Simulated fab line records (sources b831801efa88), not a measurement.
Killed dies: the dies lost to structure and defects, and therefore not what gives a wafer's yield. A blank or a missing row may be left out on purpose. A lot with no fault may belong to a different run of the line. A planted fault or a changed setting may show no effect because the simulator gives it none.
Chamber matching ; flow gf180mcu ; cmp-02 running GF_V2_CMP_26: 4 sister chambers
The step polishes, stops on SiO2, t overpolish 15 s, target thk 0 nm. 8 wafers are shown with their chamber, then 9 later ones without.

## WAFERS PAIRED WITH THEIR CHAMBERS
wafer;chamber;motor current A (A)
L226.3;3;10.3
L226.5;2;10.5
L229.2;2;10.9
L232.3;3;9.5
L232.6;0;10.7
L234.2;1;10.2
L234.3;0;10.2
L234.6;1;9.2

## WAFERS WITHOUT THEIR CHAMBER
wafer;motor current A (A)
L237.2;10.8
L237.3;10.6
L237.4;9.2
L238.3;10.8
L238.5;11.0
L238.6;10.0
L239.1;10.1
L239.2;9.6
L239.3;10.1

## WHICH CHAMBER EACH WENT THROUGH
wafer;from the rows above;in truth
L237.2;can't be placed: 2 or 0 or 3 or 1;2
L237.3;can't be placed: 2 or 0 or 3 or 1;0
L237.4;can't be placed: 1 or 3 or 0 or 2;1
L238.3;can't be placed: 2 or 0 or 3 or 1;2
L238.5;can't be placed: 2 or 0 or 3 or 1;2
L238.6;can't be placed: 3 or 1 or 0 or 2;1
L239.1;can't be placed: 3 or 0 or 1 or 2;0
L239.2;can't be placed: 1 or 3 or 0 or 2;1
L239.3;can't be placed: 3 or 0 or 1 or 2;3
0 of 9 placed correctly. From these rows, 9 cannot be placed; in 9 the true chamber is one of the candidates. Placed wrongly: 0.
How it was worked out, from the rows above alone: a wafer's distance from a chamber is the root of the sum, over the readings, of the square of ((its reading less the chamber's mean) divided by the reading's scatter). If the next closest chamber is less than 2 further off than the closest, the wafer can't be placed; otherwise it belongs to the closest. The mean given for a chamber averages the wafers shown for that chamber. The scatter: the root of (the sum of the squares of (reading less its chamber's mean) over the shown wafers, divided by (wafers less chambers)).
